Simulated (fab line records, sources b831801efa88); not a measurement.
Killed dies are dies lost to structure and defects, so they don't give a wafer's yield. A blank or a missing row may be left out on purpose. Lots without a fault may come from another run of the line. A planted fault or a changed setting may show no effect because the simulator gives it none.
Which tool did it? | flow sky130 | 12 lots, 36 wafers sampled, at 5 steps of a route of 708

WHAT THE GAUGES READ, wafer by wafer
SKY_CAP2M_THK_MEAS_01.
lot  | measured     | on            | CAP2M_CVD_00_THK (nm)
L427 | day 40 03:55 | film_metro-01 | 15.77 15.62 15.72
L429 | day 40 08:11 | film_metro-01 | 15.50 15.32 15.62
L433 | day 41 12:31 | film_metro-01 | 15.62 15.71 15.89
L434 | day 41 21:13 | film_metro-02 | 15.18 15.18 15.61
L437 | day 43 00:36 | film_metro-04 | 15.51 6.97 15.97
L439 | day 43 15:05 | film_metro-04 | 15.81 7.42 15.95
L443 | day 44 10:19 | film_metro-01 | 15.52 15.24 15.40
L444 | day 44 13:04 | film_metro-01 | 15.62 15.55 15.76
L445 | day 44 20:29 | film_metro-04 | 15.05 15.61 16.18
L446 | day 45 00:26 | film_metro-01 | 15.80 15.37 15.71
L449 | day 45 17:17 | film_metro-02 | 15.44 15.62 15.66
L450 | day 45 23:23 | film_metro-01 | 15.77 15.84 15.57

WHICH TOOL RAN EACH LOT (tool, then ch and the chambers of the sampled wafers, then the start)
lot  | SKY_VIA3_SPUTTER_20          | SKY_METAL4_SPUTTER_02        | SKY_METAL4_SPUTTER_03        | SKY_CAP2M_CVD_00
L427 | pvd_sputter-03, day 40 03:05 | pvd_sputter-02, day 40 03:48 | pvd_sputter-02, day 40 03:50 | pecvd-03 ch 0,1,2, day 40 03:54
L429 | pvd_sputter-03, day 40 07:19 | pvd_sputter-02, day 40 08:02 | pvd_sputter-02, day 40 08:04 | pecvd-02 ch 0,1,2, day 40 08:09
L433 | pvd_sputter-04, day 41 11:40 | pvd_sputter-02, day 41 12:23 | pvd_sputter-02, day 41 12:26 | pecvd-03 ch 0,1,2, day 41 12:29
L434 | pvd_sputter-04, day 41 20:22 | pvd_sputter-02, day 41 21:05 | pvd_sputter-02, day 41 21:08 | pecvd-02 ch 0,2, day 41 21:11
L437 | pvd_sputter-03, day 42 23:38 | pvd_sputter-01, day 43 00:28 | pvd_sputter-01, day 43 00:31 | pecvd-03 ch 0,1,2, day 43 00:35
L439 | pvd_sputter-01, day 43 14:15 | pvd_sputter-03, day 43 14:58 | pvd_sputter-03, day 43 15:00 | pecvd-03 ch 0,2, day 43 15:04
L443 | pvd_sputter-01, day 44 09:28 | pvd_sputter-02, day 44 10:11 | pvd_sputter-02, day 44 10:13 | pecvd-01 ch 1,2, day 44 10:17
L444 | pvd_sputter-03, day 44 12:13 | pvd_sputter-03, day 44 12:56 | pvd_sputter-03, day 44 12:58 | pecvd-02 ch 1,2, day 44 13:02
L445 | pvd_sputter-01, day 44 19:37 | pvd_sputter-03, day 44 20:20 | pvd_sputter-03, day 44 20:22 | pecvd-01 ch 0,1,2, day 44 20:26
L446 | pvd_sputter-01, day 44 23:35 | pvd_sputter-02, day 45 00:17 | pvd_sputter-02, day 45 00:20 | pecvd-01 ch 0,1,2, day 45 00:24
L449 | pvd_sputter-01, day 45 16:26 | pvd_sputter-02, day 45 17:09 | pvd_sputter-02, day 45 17:11 | pecvd-02 ch 1,2, day 45 17:16
L450 | pvd_sputter-04, day 45 22:32 | pvd_sputter-01, day 45 23:14 | pvd_sputter-01, day 45 23:17 | pecvd-02 ch 1,2, day 45 23:21
- SKY_VIA3_SPUTTER_20: material TiN, target thk 20 nm, time 80 s.
- SKY_METAL4_SPUTTER_02: material AlCu, target thk 735 nm, time 39.1 s.
- SKY_METAL4_SPUTTER_03: material Ti, target thk 5 nm, time 3.3 s.
- SKY_CAP2M_CVD_00: deposits SiO2, target thk 15.5 nm.

WHAT THE TOOLS THEMSELVES READ (means of the sampled wafers that have a number; where no wafer has one, the mark that the record gives instead)
SKY_VIA3_SPUTTER_20.
lot  | tool           | throttle_valve_pct (%)
L427 | pvd_sputter-03 | 29.5
L429 | pvd_sputter-03 | 29.5
L433 | pvd_sputter-04 | 30.3
L434 | pvd_sputter-04 | 29.6
L437 | pvd_sputter-03 | 29.1
L439 | pvd_sputter-01 | 30.4
L443 | pvd_sputter-01 | 30.5
L444 | pvd_sputter-03 | 29.6
L445 | pvd_sputter-01 | 30.5
L446 | pvd_sputter-01 | 30.4
L449 | pvd_sputter-01 | 30.3
L450 | pvd_sputter-04 | 30.3

SKY_METAL4_SPUTTER_02.
lot  | tool           | throttle_valve_pct (%)
L427 | pvd_sputter-02 | 28.7
L429 | pvd_sputter-02 | 28.7
L433 | pvd_sputter-02 | 28.8
L434 | pvd_sputter-02 | 28.6
L437 | pvd_sputter-01 | 30.5
L439 | pvd_sputter-03 | 28.8
L443 | pvd_sputter-02 | 28.5
L444 | pvd_sputter-03 | 29.3
L445 | pvd_sputter-03 | 29.3
L446 | pvd_sputter-02 | 28.6
L449 | pvd_sputter-02 | 28.7
L450 | pvd_sputter-01 | 30.4

SKY_METAL4_SPUTTER_03.
lot  | tool           | throttle_valve_pct (%)
L427 | pvd_sputter-02 | 28.6
L429 | pvd_sputter-02 | 28.7
L433 | pvd_sputter-02 | 28.7
L434 | pvd_sputter-02 | 28.5
L437 | pvd_sputter-01 | 30.5
L439 | pvd_sputter-03 | 29.0
L443 | pvd_sputter-02 | 28.6
L444 | pvd_sputter-03 | 29.4
L445 | pvd_sputter-03 | 29.5
L446 | pvd_sputter-02 | 28.7
L449 | pvd_sputter-02 | 28.6
L450 | pvd_sputter-01 | 30.4

SKY_CAP2M_CVD_00.
lot  | tool     | heater_power_w (W)
L427 | pecvd-03 | 756
L429 | pecvd-02 | 718
L433 | pecvd-03 | 739
L434 | pecvd-02 | 754
L437 | pecvd-03 | 734
L439 | pecvd-03 | 687
L443 | pecvd-01 | 916
L444 | pecvd-02 | 684
L445 | pecvd-01 | 800
L446 | pecvd-01 | 835
L449 | pecvd-02 | 759
L450 | pecvd-02 | 706

THE ANSWER, worked out from the rows above alone
Rule: what is usual is taken from the lots themselves. Put in order of their means at a reading, lots are off if they are a third of the lots or fewer, leave a main group of 4 or more, and stand apart from it by a gap of 3 or more times the standard deviation of the main group's means; of several such gaps the widest counts. A main group whose means are all the same, to the digits that the tables above print for the reading, isn't used. A lot without any number at a reading at which 4 lots or more have one is off too. The other lots that the step has rows for count as sound. The gauges are gone through in route order, then the tools' own readings, and for those a lot's mean is taken as printed above. The first step at which some lot is off is used, and at that step the reading that is off furthest; a lot without a number counts as furthest.
Off: L437, L439, at SKY_CAP2M_THK_MEAS_01 (CAP2M_CVD_00_THK). The main group: mean 15.58 nm, standard deviation 0.14.
A tool fits if, at a process step before that reading, it ran every lot that is off, and no sound lot after the first of them. The gauges at SKY_CAP2M_THK_MEAS_01 are tried like those tools. One fits: pecvd-03 at SKY_CAP2M_CVD_00. Its last sound lot is L433 (day 41 12:29), its first lot that is off L437 (day 43 00:35): a fault that began between those two fits.

WHAT THE SIMULATOR HAD PUT IN
Process parameter drift: pecvd-03, from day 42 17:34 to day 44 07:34, at SKY_CAP2M_CVD_00. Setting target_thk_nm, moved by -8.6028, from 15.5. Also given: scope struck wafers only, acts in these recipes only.
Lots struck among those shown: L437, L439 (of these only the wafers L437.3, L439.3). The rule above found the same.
